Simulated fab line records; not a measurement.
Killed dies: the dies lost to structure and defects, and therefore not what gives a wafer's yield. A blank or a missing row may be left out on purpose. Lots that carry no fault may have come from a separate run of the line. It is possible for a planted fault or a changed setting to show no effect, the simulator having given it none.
fab line records	flow sky130
record: lots: 5	wafers: 14	lastDay: 49
route steps=708 shown SD_N@352 SALICIDE@361 LI_CONTACT@362 LOCAL_INTERCONNECT@387 PAD_OPEN@708
lots with no fault: from the same line, run without faults
startH: hours from the record's opening day to when the first of the lot's shown wafers began	waitH: time in hours since the lot's previous step	" identical to the entry in the row above	L1.1+2: a single row standing in for several wafers	- no value, or no start given	* or withheld: withheld	< > ~ a bound
route shown NAME@n: NAME is a module with steps in the file, n the number in the route of the first one	usual: average and standard deviation across the fault-free wafers	same: alike in all rows	chamber/n: place in a boat	sites: readings site by site	_std_site: standard deviation of those values	_edge_site: inner sites' mean taken away from outer sites' mean	radiusMm: for every site, how far away it sits from the centre of the wafer	mask NAME#n: copy n	behind: the most recent tool/chamber to have shaped the wafer	hold: the reason the lot was held/the length of the hold in hours/how it ended	device: which transistor (n, p or np) failed to switch	end of line: at the end of the route, the tests of the same wafers	a step with no rows: only its recipe	killed: at the first sort, the dies lost to defects and structure; wafer yield is something else	map: a wafer's dies, x killed, . not, _ none there
set.NAME: the run value of the setting; set.NAME@STEP: its run value at that earlier step	model.NAME: the simulator's own value behind a step, which no gauge read
a table for each step, a row for each wafer; lots at some steps of the route
services: the hour from which a tool's chamber was out of use, counted from the record's first day as startH (under 0 if before that day), plus the number of hours and why
== steps ==
step: SKY_SD_N_IMPLANT_10
recipe: species: P	energyKev: 20	doseCm2: 1e+14	tiltDeg: 0
step: SKY_SD_N_STRIP_11
recipe: chemistry: O2/N2	powerW: 1400	pressureMtorr: 1500	platenTempC: withheld	o2FlowSccm: 3000	n2FlowSccm: 300	overashFraction: 0.5
step: SKY_SD_N_CLEAN_13
recipe: chemistry: SC1/SC2	mix: 1:4:20	tempC: 70	timeS: 150	dry: n2Spin
step: SKY_SD_N_RTA_14
recipe: tempC: 1075	timeS: 2	idleTempC: 650	rampUpCPerS: 150	rampDownCPerS: 90	ambient: N2
step: SKY_SALICIDE_CLEAN_00
recipe: chemistry: HF-last	timeS: 30	dilution: 100:1	dry: ipaMarangoni
step: SKY_LI_CONTACT_HDPCVD_00
recipe: material: PSG	targetThkNm: 930	sigmaOpenFrac: 0.3	timeS: 155	tempC: 600	sih4FlowSccm: 60	pressureMtorr: 6
step: SKY_LI_CONTACT_CMP_02
recipe: material: PSG	downForcePsi: 4	platenRpm: 60	padVelocityMS: 0.94248
usual: motorCurrentA: 11.0/1.2	timeToEndpointS: 32.6/2.3
lot.wafer	tool	chamber	startH	waitH	motorCurrentA	timeToEndpointS	model.PSG_of_LI_CONTACT_HDPCVD_00.thkNm
L539.3	cmp-01	3	681.50	0.1	12.9	35.6	598.5
L539.4	"	0	"	"	11.2	36.1	598.7
L539.6	"	2	"	"	10.5	34.4	598.5
L540.2	cmp-01	1	692.30	0.0	11.0	42.3	497.4
L540.4	"	3	"	"	12.4	41.0	501.1
L540.5	"	1	"	"	11.1	32.7	598.5
L541.2	cmp-01	0	704.23	0.1	11.4	41.8	499.5
L541.1	"	1	"	"	10.9	31.1	597.5
L542.1	cmp-01	2	709.51	0.1	10.3	31.8	598.1
L542.4	"	3	"	"	12.0	43.6	494.8
L542.3	"	1	"	"	10.9	33.6	597
L552.2	cmp-01	1	789.37	0.4	10.9	32.4	599.2
L552.4	"	2	"	"	9.8	31.7	599.6
L552.3	"	3	"	"	12.2	31.2	598.4
step: SKY_LI_CONTACT_DEHYDRATE_04
recipe: tempC: 200	timeS: 60
step: SKY_LI_CONTACT_HMDS_05
recipe: primeTimeS: 60	primeTempC: 120
step: SKY_LI_CONTACT_COAT_06
recipe: resist: BARC	tempC: withheld	timeS: withheld	spinRpm: 3000	resistThkNm: 60
step: SKY_LI_CONTACT_COAT_07
recipe: resist: KrF-thick	spinRpm: 3000	resistThkNm: 450
step: SKY_LI_CONTACT_SOFTBAKE_08
recipe: tempC: 100	timeS: 90	resist: KrF-thick
step: SKY_LI_CONTACT_EXPOSE_09
recipe: maskId: LICM1	na: 0.8	sourceShape: annular	sigmaInner: 0.55	sigmaOuter: 0.85	targetCdNm: 170	doseMj: 38
step: SKY_LI_CONTACT_PEB_10
recipe: pebTempC: withheld	pebTimeS: withheld	resist: KrF-thick
step: SKY_LI_CONTACT_DEVELOP_11
recipe: developTimeS: 60	resist: KrF-thick	devTempC: 21
step: SKY_LI_CONTACT_ETCH_14
recipe: chemistry: N2/H2	target: BARC	ionEnergyEv: 200	sourceW: 500	biasW: 100	pressureMtorr: 30	n2FlowSccm: 100	h2FlowSccm: 200	stopOn: SiO2	timeS: 45.9	targetDepthA: 600
step: SKY_LI_CONTACT_ETCH_15
recipe: target: PSG	chemistry: C4F8/O2/Ar	stopOn: Si	taperDeg: 4.15	maskMaterial: KrF-thick	sourceW: 1500	biasW: 1200	pressureMtorr: 40	c4f8FlowSccm: withheld	O2_flow_sccm: 6	Ar_flow_sccm: 300	timeS: withheld	targetDepthA: 6000
usual: chamberPressureMTorr: 40.00/0.042	oesProductAu: 0.837/0.0044
lot.wafer	tool	chamber	startH	waitH	chamberPressureMTorr	oesProductAu	model.etch.depthNm	model.LI_CONTACT.featureDepthNm
L539.3	rieDiel-02	3	708.45	0.0	39.99	0.838	598.5	598.5
L539.4	"	2	"	"	39.99	0.842	598.7	598.7
L539.6	"	3	"	"	40.03	0.836	598.5	598.5
L540.2	rieDiel-01	2	718.14	0.0	40.04	0.757	497.4	497.4
L540.4	"	2	"	"	39.98	0.773	501.1	501.1
L540.5	"	1	"	"	40.02	0.835	598.5	598.6
L541.1	rieDiel-01	0	731.53	0.0	39.97	0.839	597.5	597.5
L541.2	"	3	"	"	40.02	0.767	499.5	499.5
L542.1	rieDiel-03	2	737.53	0.0	40.04	0.827	598.1	598.1
L542.3	"	3	"	"	39.98	0.834	597	597
L542.4	"	2	"	"	40.05	0.756	494.8	494.8
L552.2	rieDiel-03	2	816.82	0.0	40.02	0.839	599.2	599.2
L552.3	"	0	"	"	39.97	0.838	598.4	598.4
L552.4	"	3	"	"	40.05	0.836	599.6	599.6
step: SKY_LI_CONTACT_STRIP_16
recipe: chemistry: O2/N2	powerW: 1400	pressureMtorr: 1500	platenTempC: withheld	o2FlowSccm: 3000	n2FlowSccm: 300	overashFraction: 0.5
step: SKY_LI_CONTACT_CLEAN_17
recipe: chemistry: NMP	timeS: 600	tempC: 60	dry: n2Spin
step: SKY_LI_CONTACT_PRE_CLEAN_18
recipe: gas: Ar	timeS: 5.6	biasV: 358
step: SKY_LI_CONTACT_SPUTTER_19
recipe: material: Ti	targetThkNm: 20	chamberPressurePa: 5	powerW: 2500	substrateTempC: 200	timeS: 106.37
step: SKY_LI_CONTACT_SPUTTER_20
recipe: material: TiN	targetThkNm: 20	chamberPressurePa: 5	powerW: 4000	timeS: 80
step: SKY_LI_CONTACT_CVD_21
recipe: material: W	targetThkNm: 400	timeS: 120.56	tempC: 400	pressureTorr: 40
step: SKY_LI_CONTACT_CMP_24
recipe: stopOn: PSG	tOverpolishS: 20	downForcePsi: 3.5	platenRpm: 60	targetThkNm: 0	padVelocityMS: 0.94248
usual: motorCurrentA: 10.1/1.1
lot.wafer	tool	chamber	startH	waitH	motorCurrentA	model.PSG_of_LI_CONTACT_HDPCVD_00.thkNm
L539.4	cmp-02	2	709.38	0.1	7.8	589.2
L539.3	"	0	"	"	10.8	589
L539.6	"	2	"	"	8.0	589
L540.2	cmp-01	0	718.96	0.0	10.6	487.9
L540.4	"	3	"	"	11.0	491.6
L540.5	"	1	"	"	10.0	589.1
L541.1	cmp-02	0	732.40	0.1	11.3	588
L541.2	"	1	"	"	10.8	490
L542.3	cmp-01	2	738.35	0.0	8.6	587.5
L542.1	"	3	"	"	10.8	588.6
L542.4	"	0	"	"	10.4	485.3
L552.3	cmp-01	3	817.71	0.1	11.3	588.9
L552.2	"	0	"	"	10.4	589.8
L552.4	"	1	"	"	9.6	590.2
step: SKY_LOCAL_INTERCONNECT_SPUTTER_00
recipe: material: TiN	targetThkNm: 100	tempC: 300	powerW: 6500	timeS: 83.3	chamberPressurePa: 0.4
step: SKY_PAD_OPEN_PROBE_99
usual: killed_at_M0_to_M3: 45/6.8	killed_at_M4_up: 3.2/1.6	killedAtContacts: 24/5.1	killedAtFrontEnd: 14/4.4	killedAtOther: 0.4/0.65	killedDies: 87/8.8	killedOpen: 47/7.2	killedShort: 39/6.1
same: grossDies: 492	killedAtBackSide: 0
lot.wafer	tool	chamber	startH	waitH	killed_at_M0_to_M3	killed_at_M4_up	killedAtContacts	killedAtFrontEnd	killedAtOther	killedDies	killedOpen	killedShort	model.etest.liconPdiff.rcOhm	model.etest.capLiToPoly.cAfUm2	model.etest.liconHighPo.rcOhm	model.etest.liconNdiff.rcOhm	model.etest.sonosUncharged.rOnOhmUm	model.etest.liconPoly.rcOhm	model.etest.capLiToWell.cAfUm2
L539.3	prober-02	-	1099.20	0.2	54	6	28	11	1	100	62	38	598.8	94.05	345.1	187.7	802.7	154.2	36.44
L539.4	prober-02	-	1099.25	0.2	51	4	32	20	0	107	63	44	600.1	98.39	356.4	181.4	802.5	150.9	37.14
L539.6	prober-02	-	1099.35	0.2	54	3	34	14	0	105	62	43	571.1	96.3	346.9	187.2	816.2	154.4	36.57
L540.2	prober-01	-	1104.95	0.1	38	3	31	16	0	88	52	36	560.5	135.8	323.9	165.4	801.7	145	41.37
L540.4	prober-01	-	1105.05	0.2	55	2	28	6	0	91	54	36	544.6	136.2	329.4	167.1	802.3	139.1	41.43
L540.5	prober-01	-	1105.10	0.2	52	3	19	14	0	88	53	35	619	96.81	349.4	193.8	823.3	150.6	37.53
L541.1	prober-02	-	1114.84	0.1	49	5	25	9	1	89	48	40	607.1	97.66	366.1	189.8	816.2	157.8	36.03
L541.2	prober-02	-	1114.89	0.1	36	1	26	10	0	73	51	21	557.1	134.2	346.5	167.5	791.3	140.3	40.69
L542.1	prober-01	-	1120.40	0.1	61	2	24	15	0	102	64	37	568.1	101.6	372.1	176.2	815	151.3	36.6
L542.3	prober-01	-	1120.50	0.2	47	3	19	19	1	89	54	35	608.7	97.69	378.2	186.4	810.7	160	36.88
L542.4	prober-01	-	1120.55	0.2	46	2	23	18	1	90	55	34	548.9	140.3	324	160.1	796	141.6	40.8
L552.2	prober-01	-	1174.52	0.1	42	2	15	14	0	73	44	29	588.5	99.31	353	177.4	824.5	148.8	36.45
L552.3	prober-01	-	1174.57	0.2	50	7	20	25	0	102	46	55	568.8	97.19	341	175.8	821.6	154.6	37.2
L552.4	prober-01	-	1174.62	0.2	44	6	21	17	0	88	53	35	608.7	98.93	350.1	193.3	815.8	159.5	36.61
killed by level:class
L539.3 VIA1:geometricParticle:open=14 CONTACT:geometricParticle:open=10 LI_CONTACT:geometricParticle:open=10 VIA3:geometricParticle:open=8 VIA2:geometricParticle:open=7 METAL2:geometricParticle:short=5 LOCAL_INTERCONNECT:geometricParticle:short=5 METAL1:geometricParticle:short=5
L539.4 CONTACT:geometricParticle:open=17 VIA1:geometricParticle:open=14 POLY_GATE:geometricParticle:open=7 CONTACT:geometricParticle:short=7 VIA1:geometricParticle:short=7 VIA2:geometricParticle:open=7 METAL1:geometricParticle:short=6 VIA3:geometricParticle:open=6
L539.6 CONTACT:geometricParticle:open=14 VIA1:geometricParticle:open=13 VIA3:geometricParticle:open=11 LI_CONTACT:geometricParticle:open=7 VIA1:geometricParticle:short=7 VIA2:geometricParticle:open=6 FIELD_ISO:geometricParticle:short=5 LI_CONTACT:geometricParticle:short=5
L540.2 CONTACT:geometricParticle:open=9 VIA1:geometricParticle:open=9 LI_CONTACT:geometricParticle:open=8 VIA2:geometricParticle:open=7 CONTACT:geometricParticle:short=6 FIELD_ISO:geometricParticle:open=5 VIA3:geometricParticle:open=5 LOCAL_INTERCONNECT:geometricParticle:short=4
L540.4 VIA3:geometricParticle:open=14 VIA1:geometricParticle:open=11 METAL2:geometricParticle:short=9 CONTACT:geometricParticle:open=7 LI_CONTACT:geometricParticle:open=6 VIA2:geometricParticle:open=6 CONTACT:geometricParticle:short=5 LI_CONTACT:geometricParticle:short=4
L540.5 VIA1:geometricParticle:open=14 VIA3:geometricParticle:open=7 VIA2:geometricParticle:short=7 LI_CONTACT:geometricParticle:open=6 VIA2:geometricParticle:open=6 CONTACT:geometricParticle:open=6 POLY_GATE:geometricParticle:short=4 METAL2:geometricParticle:short=4
L541.1 VIA1:geometricParticle:open=10 METAL1:geometricParticle:short=9 LI_CONTACT:geometricParticle:open=8 CONTACT:geometricParticle:open=8 VIA2:geometricParticle:open=7 CONTACT:geometricParticle:short=6 METAL2:geometricParticle:short=6 VIA3:geometricParticle:open=5
L541.2 CONTACT:geometricParticle:open=16 VIA1:geometricParticle:open=13 VIA3:geometricParticle:open=7 FIELD_ISO:geometricParticle:open=4 CONTACT:geometricParticle:short=4 VIA1:geometricParticle:short=4 VIA2:geometricParticle:open=4 FIELD_ISO:geometricParticle:short=3
L542.1 VIA1:geometricParticle:open=22 CONTACT:geometricParticle:open=12 VIA1:geometricParticle:short=10 VIA3:geometricParticle:open=9 FIELD_ISO:geometricParticle:open=6 LOCAL_INTERCONNECT:geometricParticle:short=4 FIELD_ISO:geometricParticle:short=3 POLY_GATE:geometricParticle:short=3
L542.3 VIA1:geometricParticle:open=10 LI_CONTACT:geometricParticle:open=9 FIELD_ISO:geometricParticle:open=7 VIA2:geometricParticle:open=7 METAL1:geometricParticle:short=6 VIA3:geometricParticle:open=6 CONTACT:geometricParticle:short=4 CONTACT:geometricParticle:open=4
L542.4 VIA1:geometricParticle:open=14 CONTACT:geometricParticle:open=9 LI_CONTACT:geometricParticle:open=7 METAL1:geometricParticle:short=7 VIA2:geometricParticle:open=7 VIA3:geometricParticle:open=7 FIELD_ISO:geometricParticle:open=5 FIELD_ISO:geometricParticle:short=5
L552.2 VIA1:geometricParticle:open=10 VIA2:geometricParticle:open=10 VIA3:geometricParticle:open=8 CONTACT:geometricParticle:open=6 FIELD_ISO:geometricParticle:short=5 POLY_GATE:geometricParticle:short=5 METAL2:geometricParticle:short=4 LOCAL_INTERCONNECT:geometricParticle:short=3
L552.3 FIELD_ISO:geometricParticle:short=10 VIA1:geometricParticle:open=9 CONTACT:geometricParticle:open=8 VIA3:geometricParticle:open=7 METAL2:geometricParticle:short=7 METAL4:geometricParticle:short=7 METAL1:geometricParticle:short=6 VIA1:geometricParticle:short=6
L552.4 VIA1:geometricParticle:open=12 FIELD_ISO:geometricParticle:open=9 VIA2:geometricParticle:open=8 CONTACT:geometricParticle:open=7 VIA3:geometricParticle:open=5 FIELD_ISO:geometricParticle:short=4 METAL2:geometricParticle:short=4 LI_CONTACT:geometricParticle:open=4
== services ==
tool	chamber	startH	hours	kind
rieDiel-02	1	659.57	6.2	repair
rieDiel-02	0	663.10	20.9	repair
cmp-02	-	677.18	0.9	repair
rieDiel-02	1	677.84	18.0	repair
rieDiel-02	1	695.86	-	clean
rieDiel-02	1	695.86	14.5	scheduledDown
rieDiel-02	1	695.86	14.5	ventCycle
cmp-01	-	702.33	0.9	repair
cmp-02	-	705.38	0.3	repair
cmp-01	-	710.76	6.4	repair
rieDiel-01	0	712.86	9.8	repair
rieDiel-03	1	729.60	-	clean
rieDiel-03	1	729.60	19.2	scheduledDown
rieDiel-03	1	729.60	19.2	ventCycle
rieDiel-03	-	731.83	0.1	repair
cmp-02	-	744.00	4.0	pm
cmp-02	-	747.50	1.2	repair
cmp-02	-	748.00	-	consumableReplace:conditioner
cmp-02	-	748.00	-	consumableReplace:pad
rieDiel-01	-	749.33	14.6	pm
cmp-02	-	782.22	17.9	pm
cmp-02	-	800.61	0.6	repair
rieDiel-02	3	804.66	1.8	repair
rieDiel-02	3	811.23	15.4	repair
== key ==
firstSign: step: SKY_LI_CONTACT_CMP_02	reading: timeToEndpointS	direction: up	sigmas: 4.2	usual: *	struck: *
effect: step: SKY_LI_CONTACT_ETCH_15	reading: oesProductAu	direction: down	sigmas: 17	usual: 0.837	struck: 0.763
modelEffect: step: SKY_LI_CONTACT_CMP_02	value: PSG_of_LI_CONTACT_HDPCVD_00.thkNm	without: 597.9	struck: 498.2
modelEffect: step: SKY_LI_CONTACT_ETCH_15	value: etch.depthNm	without: 597.9	struck: 498.2
modelEffect: step: SKY_LI_CONTACT_CMP_24	value: PSG_of_LI_CONTACT_HDPCVD_00.thkNm	without: 588.4	struck: 488.7
modelEffect: step: SKY_PAD_OPEN_PROBE_99	value: etest.liconPdiff.rcOhm	without: 596.5	struck: 552.8
metAt SKY_LI_CONTACT_CMP_02
struckWafers L540.2,L540.4,L541.2,L542.4
testerLeftOut L540,L541,L542
onsetBetween 681.50 692.30
fault: kind: processParameterDrift	tool: cmp-01	chamber: -	onsetH: 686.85	steps: SKY_LI_CONTACT_CMP_02	channel: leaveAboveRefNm	offset: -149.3	shape: step	endH: 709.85	scope: struckWafersOnly	actsIn: theseRecipesOnly	stated: 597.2
testerLeftOut: of these lots the tester's yield and bins aren't shown, on N5 and GAA mostly nor the transistor test; their killed dies are dies lost to structure and defects alone, not to doping, threshold or leakage, so they don't give the yield
